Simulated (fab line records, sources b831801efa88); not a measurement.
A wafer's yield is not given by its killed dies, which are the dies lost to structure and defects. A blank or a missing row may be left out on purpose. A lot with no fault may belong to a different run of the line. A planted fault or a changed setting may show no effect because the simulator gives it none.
Which tool did it? | flow sky130 | 24 lots, 72 wafers sampled, at 6 steps of a route of 708

## WHAT THE GAUGES SHOWED, per wafer
No reading from a measuring or inspecting step in the record can be judged against a usual standard deviation.

## WHAT TOOL EACH LOT RAN ON (gives the tool, then ch and the chambers of the sampled wafers, and finally the start)
lot  | SKY_METAL3_SPUTTER_01        | SKY_VIA3_STRIP_16                    | SKY_VIA3_SPUTTER_20          | SKY_METAL4_SPUTTER_01        | SKY_METAL4_SPUTTER_02        | SKY_VIA4_SPUTTER_17
L074 | pvd sputter-01, day 36 07:07 | plasma asher-04 ch 0,1, day 39 13:41 | pvd sputter-03, day 39 14:16 | pvd sputter-03, day 39 15:07 | pvd sputter-03, day 39 15:08 | pvd sputter-04, day 42 18:17
L075 | pvd sputter-02, day 36 11:37 | plasma asher-02 ch 0,1, day 39 16:35 | pvd sputter-03, day 39 17:10 | pvd sputter-04, day 39 17:51 | pvd sputter-04, day 39 17:53 | pvd sputter-04, day 42 21:22
L076 | pvd sputter-01, day 36 21:29 | plasma asher-02 ch 0,1, day 40 07:10 | pvd sputter-03, day 40 07:46 | pvd sputter-04, day 40 08:28 | pvd sputter-04, day 40 08:29 | pvd sputter-04, day 43 10:23
L077 | pvd sputter-01, day 37 13:47 | plasma asher-04 ch 0,1, day 40 17:05 | pvd sputter-03, day 40 17:44 | pvd sputter-03, day 40 18:25 | pvd sputter-03, day 40 18:26 | pvd sputter-01, day 43 20:11
L078 | pvd sputter-04, day 37 19:33 | plasma asher-04 ch 0,1, day 41 00:05 | pvd sputter-03, day 41 00:44 | pvd sputter-02, day 41 01:26 | pvd sputter-02, day 41 01:27 | pvd sputter-01, day 44 01:02
L079 | pvd sputter-04, day 38 03:01 | plasma asher-04 ch 0,1, day 41 06:23 | pvd sputter-01, day 41 06:58 | pvd sputter-02, day 41 07:56 | pvd sputter-02, day 41 07:57 | pvd sputter-03, day 44 07:46
L080 | pvd sputter-02, day 38 13:19 | plasma asher-04 ch 0,1, day 41 17:43 | pvd sputter-03, day 41 18:19 | pvd sputter-02, day 41 19:36 | pvd sputter-02, day 41 19:38 | pvd sputter-03, day 44 19:08
L081 | pvd sputter-02, day 38 18:34 | plasma asher-03 ch 0,1, day 41 22:20 | pvd sputter-01, day 41 22:55 | pvd sputter-04, day 41 23:36 | pvd sputter-04, day 41 23:38 | pvd sputter-01, day 44 22:22
L082 | pvd sputter-04, day 39 05:16 | plasma asher-03 ch 0,1, day 42 07:20 | pvd sputter-02, day 42 07:58 | pvd sputter-04, day 42 08:39 | pvd sputter-04, day 42 08:41 | pvd sputter-04, day 45 06:47
L083 | pvd sputter-04, day 39 06:46 | plasma asher-04 ch 0,1, day 42 10:40 | pvd sputter-01, day 42 11:13 | pvd sputter-03, day 42 11:54 | pvd sputter-03, day 42 11:56 | pvd sputter-03, day 45 10:14
L084 | pvd sputter-02, day 39 14:13 | plasma asher-03 ch 0,1, day 42 16:23 | pvd sputter-03, day 42 16:59 | pvd sputter-02, day 42 17:40 | pvd sputter-02, day 42 17:41 | pvd sputter-01, day 45 16:16
L086 | pvd sputter-01, day 40 02:14 | plasma asher-03 ch 0,1, day 43 03:56 | pvd sputter-02, day 43 04:34 | pvd sputter-04, day 43 05:14 | pvd sputter-04, day 43 05:16 | pvd sputter-03, day 46 01:53
L085 | pvd sputter-02, day 40 06:04 | plasma asher-04 ch 0,1, day 43 07:52 | pvd sputter-03, day 43 08:29 | pvd sputter-04, day 43 09:11 | pvd sputter-04, day 43 09:12 | pvd sputter-01, day 46 04:28
L087 | pvd sputter-02, day 40 09:20 | plasma asher-03 ch 0,1, day 43 11:05 | pvd sputter-02, day 43 11:43 | pvd sputter-03, day 43 12:24 | pvd sputter-03, day 43 12:26 | pvd sputter-04, day 46 08:35
L088 | pvd sputter-04, day 40 14:50 | plasma asher-03 ch 0,1, day 43 15:52 | pvd sputter-01, day 43 16:28 | pvd sputter-04, day 43 17:08 | pvd sputter-04, day 43 17:10 | pvd sputter-03, day 46 12:49
L089 | pvd sputter-01, day 40 22:13 | plasma asher-04 ch 0,1, day 43 22:41 | pvd sputter-01, day 43 23:19 | pvd sputter-04, day 44 00:00 | pvd sputter-04, day 44 00:02 | pvd sputter-01, day 46 19:41
L090 | pvd sputter-02, day 40 23:54 | plasma asher-03 ch 0,1, day 44 00:11 | pvd sputter-03, day 44 00:53 | pvd sputter-04, day 44 01:34 | pvd sputter-04, day 44 01:35 | pvd sputter-04, day 46 20:50
L091 | pvd sputter-02, day 41 14:56 | plasma asher-02 ch 0,1, day 44 13:46 | pvd sputter-01, day 44 14:19 | pvd sputter-04, day 44 15:00 | pvd sputter-04, day 44 15:02 | pvd sputter-03, day 47 08:53
L092 | pvd sputter-04, day 41 17:42 | plasma asher-04 ch 0,1, day 44 17:05 | pvd sputter-03, day 44 17:44 | pvd sputter-04, day 44 18:25 | pvd sputter-04, day 44 18:27 | pvd sputter-01, day 47 11:34
L093 | pvd sputter-01, day 42 03:23 | plasma asher-03 ch 0,1, day 45 02:05 | pvd sputter-02, day 45 02:40 | pvd sputter-04, day 45 03:22 | pvd sputter-04, day 45 03:23 | pvd sputter-01, day 47 19:05
L094 | pvd sputter-02, day 42 11:05 | plasma asher-03 ch 0,1, day 45 08:44 | pvd sputter-01, day 45 09:22 | pvd sputter-04, day 45 10:12 | pvd sputter-04, day 45 10:14 | pvd sputter-04, day 48 01:50
L095 | pvd sputter-04, day 42 12:35 | plasma asher-03 ch 0,1, day 45 10:10 | pvd sputter-03, day 45 10:43 | pvd sputter-03, day 45 11:51 | pvd sputter-03, day 45 11:53 | pvd sputter-04, day 48 02:46
L096 | pvd sputter-02, day 42 21:28 | plasma asher-02 ch 0,1, day 45 18:20 | pvd sputter-02, day 45 18:55 | pvd sputter-02, day 45 19:44 | pvd sputter-02, day 45 19:46 | pvd sputter-03, day 48 11:23
L097 | pvd sputter-02, day 43 00:55 | plasma asher-02 ch 0,1, day 45 23:23 | pvd sputter-02, day 45 23:59 | pvd sputter-04, day 46 00:40 | pvd sputter-04, day 46 00:41 | pvd sputter-04, day 48 14:43
- SKY_METAL3_SPUTTER_01: material TiN, target thk 20 nm, time 16.7 s.
- SKY_VIA3_STRIP_16: strips in O2/N2.
- SKY_VIA3_SPUTTER_20: material TiN, target thk 20 nm, time 80 s.
- SKY_METAL4_SPUTTER_01: material TiN, target thk 20 nm, time 16.7 s.
- SKY_METAL4_SPUTTER_02: material AlCu, target thk 735 nm, time 39.1 s.
- SKY_VIA4_SPUTTER_17: material TiN, target thk 20 nm, time 80 s.

## AS READ BY THE TOOLS THEMSELVES (means over the sampled wafers that have a number; for cases with no such wafer, the mark the record gives instead)
SKY_METAL3_SPUTTER_01. Usual: throttle valve pct 30.1 %, standard deviation 1.2.
lot  | tool           | throttle valve pct (%) | flag
L074 | pvd sputter-01 | 30.6                   |
L075 | pvd sputter-02 | 30.0                   |
L076 | pvd sputter-01 | 30.4                   |
L077 | pvd sputter-01 | 30.8                   |
L078 | pvd sputter-04 | 30.6                   |
L079 | pvd sputter-04 | 30.6                   |
L080 | pvd sputter-02 | 30.2                   |
L081 | pvd sputter-02 | 29.6                   |
L082 | pvd sputter-04 | 30.3                   |
L083 | pvd sputter-04 | 29.4                   |
L084 | pvd sputter-02 | 28.5                   |
L086 | pvd sputter-01 | 30.8                   |
L085 | pvd sputter-02 | 29.8                   |
L087 | pvd sputter-02 | 30.9                   |
L088 | pvd sputter-04 | 29.4                   |
L089 | pvd sputter-01 | 30.7                   |
L090 | pvd sputter-02 | 29.9                   |
L091 | pvd sputter-02 | 30.9                   |
L092 | pvd sputter-04 | 31.5                   |
L093 | pvd sputter-01 | 30.6                   |
L094 | pvd sputter-02 | 28.5                   |
L095 | pvd sputter-04 | 31.4                   |
L096 | pvd sputter-02 | 29.8                   |
L097 | pvd sputter-02 | 29.8                   |

SKY_VIA3_STRIP_16. Usual: drypump motor current A 5.8 A, standard deviation 0.38; oes product au 0.402 a.u., standard deviation 0.005; strip time to endpoint s 4.138 s, standard deviation 0.026.
lot  | tool            | drypump motor current A (A) | oes product au (a.u.) | strip time to endpoint s (s) | flag
L074 | plasma asher-04 | 5.5                         | 0.401                 | 4.164                        |
L075 | plasma asher-02 | 6.2                         | 0.407                 | 4.160                        |
L076 | plasma asher-02 | 6.2                         | 0.398                 | 4.095                        |
L077 | plasma asher-04 | 5.6                         | 0.402                 | 4.136                        |
L078 | plasma asher-04 | 5.5                         | 0.400                 | 4.159                        |
L079 | plasma asher-04 | 5.6                         | 0.406                 | 4.140                        |
L080 | plasma asher-04 | 5.5                         | 0.402                 | 4.150                        |
L081 | plasma asher-03 | 6.0                         | 0.403                 | 4.104                        |
L082 | plasma asher-03 | 5.7                         | 0.399                 | 4.148                        |
L083 | plasma asher-04 | 5.5                         | 0.399                 | 4.146                        |
L084 | plasma asher-03 | 6.0                         | 0.401                 | 4.143                        |
L086 | plasma asher-03 | 5.7                         | 0.398                 | 4.101                        |
L085 | plasma asher-04 | 5.5                         | 0.406                 | 4.162                        |
L087 | plasma asher-03 | 5.7                         | 0.406                 | 4.155                        |
L088 | plasma asher-03 | 6.0                         | 0.404                 | 4.148                        |
L089 | plasma asher-04 | 5.7                         | 0.400                 | 4.133                        |
L090 | plasma asher-03 | 6.0                         | 0.402                 | 4.167                        |
L091 | plasma asher-02 | 6.0                         | 0.404                 | 4.152                        |
L092 | plasma asher-04 | 5.6                         | 0.401                 | 4.112                        |
L093 | plasma asher-03 | 5.7                         | 0.405                 | 4.156                        |
L094 | plasma asher-03 | 5.7                         | 0.402                 | 4.117                        |
L095 | plasma asher-03 | 6.0                         | 0.396                 | 4.117                        |
L096 | plasma asher-02 | 6.2                         | 0.398                 | 4.137                        |
L097 | plasma asher-02 | 6.2                         | 0.400                 | 4.153                        |

SKY_VIA3_SPUTTER_20. Usual: throttle valve pct 29.9 %, standard deviation 1.3.
lot  | tool           | throttle valve pct (%) | flag
L074 | pvd sputter-03 | 28.9                   |
L075 | pvd sputter-03 | 28.4                   |
L076 | pvd sputter-03 | 30.1                   |
L077 | pvd sputter-03 | 28.7                   |
L078 | pvd sputter-03 | 30.6                   |
L079 | pvd sputter-01 | 30.5                   |
L080 | pvd sputter-03 | 29.9                   |
L081 | pvd sputter-01 | 30.8                   |
L082 | pvd sputter-02 | 29.4                   |
L083 | pvd sputter-01 | 30.5                   |
L084 | pvd sputter-03 | 29.9                   |
L086 | pvd sputter-02 | 29.0                   |
L085 | pvd sputter-03 | 29.3                   |
L087 | pvd sputter-02 | 29.1                   |
L088 | pvd sputter-01 | 30.6                   |
L089 | pvd sputter-01 | 30.7                   |
L090 | pvd sputter-03 | 29.4                   |
L091 | pvd sputter-01 | 30.3                   |
L092 | pvd sputter-03 | 28.3                   |
L093 | pvd sputter-02 | 30.9                   |
L094 | pvd sputter-01 | 30.8                   |
L095 | pvd sputter-03 | 28.3                   |
L096 | pvd sputter-02 | 29.8                   |
L097 | pvd sputter-02 | 29.6                   |

SKY_METAL4_SPUTTER_01. Usual: throttle valve pct 30.0 %, standard deviation 1.4.
lot  | tool           | throttle valve pct (%) | flag
L074 | pvd sputter-03 | 29.8                   |
L075 | pvd sputter-04 | 31.4                   |
L076 | pvd sputter-04 | 30.4                   |
L077 | pvd sputter-03 | 29.5                   |
L078 | pvd sputter-02 | 29.8                   |
L079 | pvd sputter-02 | 29.8                   |
L080 | pvd sputter-02 | 29.4                   |
L081 | pvd sputter-04 | 29.6                   |
L082 | pvd sputter-04 | 30.6                   |
L083 | pvd sputter-03 | 28.9                   |
L084 | pvd sputter-02 | 29.2                   |
L086 | pvd sputter-04 | 30.3                   |
L085 | pvd sputter-04 | 29.6                   |
L087 | pvd sputter-03 | 29.6                   |
L088 | pvd sputter-04 | 31.2                   |
L089 | pvd sputter-04 | 30.7                   |
L090 | pvd sputter-04 | 29.9                   |
L091 | pvd sputter-04 | 31.3                   |
L092 | pvd sputter-04 | 29.5                   |
L093 | pvd sputter-04 | 30.3                   |
L094 | pvd sputter-04 | 30.5                   |
L095 | pvd sputter-03 | 29.0                   |
L096 | pvd sputter-02 | 29.1                   |
L097 | pvd sputter-04 | 30.4                   |

SKY_METAL4_SPUTTER_02. Usual: throttle valve pct 30.0 %, standard deviation 1.3.
lot  | tool           | throttle valve pct (%) | flag
L074 | pvd sputter-03 | 29.7                   |
L075 | pvd sputter-04 | 31.5                   |
L076 | pvd sputter-04 | 30.4                   |
L077 | pvd sputter-03 | 29.6                   |
L078 | pvd sputter-02 | 29.7                   |
L079 | pvd sputter-02 | 30.0                   |
L080 | pvd sputter-02 | 29.4                   |
L081 | pvd sputter-04 | 29.7                   |
L082 | pvd sputter-04 | 30.7                   |
L083 | pvd sputter-03 | 28.8                   |
L084 | pvd sputter-02 | 28.9                   |
L086 | pvd sputter-04 | 30.3                   |
L085 | pvd sputter-04 | 29.7                   |
L087 | pvd sputter-03 | 29.5                   |
L088 | pvd sputter-04 | 31.4                   |
L089 | pvd sputter-04 | 30.7                   |
L090 | pvd sputter-04 | 29.9                   |
L091 | pvd sputter-04 | 31.6                   |
L092 | pvd sputter-04 | 29.5                   |
L093 | pvd sputter-04 | 30.2                   |
L094 | pvd sputter-04 | 30.6                   |
L095 | pvd sputter-03 | 29.1                   |
L096 | pvd sputter-02 | 29.3                   |
L097 | pvd sputter-04 | 30.5                   |

SKY_VIA4_SPUTTER_17. Usual: throttle valve pct 30.1 %, standard deviation 1.2.
lot  | tool           | throttle valve pct (%) | flag
L074 | pvd sputter-04 | 31.3                   |
L075 | pvd sputter-04 | 29.6                   |
L076 | pvd sputter-04 | 29.3                   |
L077 | pvd sputter-01 | 30.7                   |
L078 | pvd sputter-01 | 30.5                   |
L079 | pvd sputter-03 | 28.8                   |
L080 | pvd sputter-03 | 29.3                   |
L081 | pvd sputter-01 | 30.7                   |
L082 | pvd sputter-04 | 29.4                   |
L083 | pvd sputter-03 | 29.7                   |
L084 | pvd sputter-01 | 30.8                   |
L086 | pvd sputter-03 | 28.3                   |
L085 | pvd sputter-01 | 30.8                   |
L087 | pvd sputter-04 | 30.5                   |
L088 | pvd sputter-03 | 29.3                   |
L089 | pvd sputter-01 | 30.7                   |
L090 | pvd sputter-04 | 29.3                   |
L091 | pvd sputter-03 | 30.0                   |
L092 | pvd sputter-01 | 30.5                   |
L093 | pvd sputter-01 | 30.6                   |
L094 | pvd sputter-04 | 29.9                   |
L095 | pvd sputter-04 | 29.5                   |
L096 | pvd sputter-03 | 29.8                   |
L097 | pvd sputter-04 | 29.6                   |

## THE ANSWER, worked out from the rows above alone
Rule: take the mean of a lot's wafers that have a number; if it is more than 3 standard deviations from the usual mean, the lot is off. Also off: a lot with no number at a reading for which 4 or more lots have one. Where the step has rows for the other lots, those lots are counted as sound. The gauges are gone through in route order, then the tools' own readings, and for those a lot's mean is taken as printed above. At the first step where some lot is off, the reading lying furthest off is the one used; lots without a number count as furthest.
Nothing can be told from this: no lot is off at any reading shown.

## WHAT HAD BEEN PUT IN BY THE SIMULATOR
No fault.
